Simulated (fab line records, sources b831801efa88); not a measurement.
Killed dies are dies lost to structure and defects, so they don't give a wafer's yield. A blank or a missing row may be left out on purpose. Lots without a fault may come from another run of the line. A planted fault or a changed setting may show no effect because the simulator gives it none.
Chamber matching | flow sky130 | SKY_METAL3_ETCH_17 on rie_diel-03: 4 sister chambers
The step etches SiO2 in C4F8/O2/Ar, stops on TiN, time 3.9 s, target depth 15 nm. 4 wafers are shown with their chamber, then 9 later ones without.

WAFERS WITH THEIR CHAMBER
wafer  | chamber | oes_product_au (a.u.)
L079.6 | 0       | 0.751
L094.2 | 1       | 0.753
L094.3 | 3       | 0.746
L094.5 | 2       | 0.758

WAFERS WITHOUT THEIR CHAMBER
wafer  | oes_product_au (a.u.)
L093.3 | 0.755
L093.4 | 0.759
L093.6 | 0.751
L096.4 | 0.767
L096.5 | 0.764
L096.6 | 0.767
L097.1 | 0.751
L097.4 | 0.758
L097.5 | 0.756

WHICH CHAMBER EACH WENT THROUGH
wafer  | from the rows above               | in truth
L093.3 | can't be placed: 1 or 2 or 0 or 3 | 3
L093.4 | can't be placed: 2 or 1 or 0      | 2
L093.6 | can't be placed: 0 or 1 or 3 or 2 | 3
L096.4 | can't be placed: 2 or 1 or 0      | 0
L096.5 | can't be placed: 2 or 1 or 0      | 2
L096.6 | can't be placed: 2 or 1 or 0      | 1
L097.1 | can't be placed: 0 or 1 or 3 or 2 | 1
L097.4 | can't be placed: 2 or 1 or 0      | 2
L097.5 | can't be placed: 2 or 1 or 0 or 3 | 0
Placed correctly: 0 of 9. Can't be placed from these rows: 9 (the true chamber is among the candidates in 9). Placed wrongly: 0.
How it was worked out, from the rows above alone: a wafer's distance from a chamber is the root of the sum, over the readings, of the square of ((its reading less the chamber's mean) divided by the reading's scatter). The wafer belongs to the nearest chamber; if the next one is less than 2 further off, it can't be placed. A chamber's mean is the mean of its shown wafers. The scatter: with one shown wafer a chamber, the root of the mean of the squares of how far each hidden wafer lies from its nearest shown one.
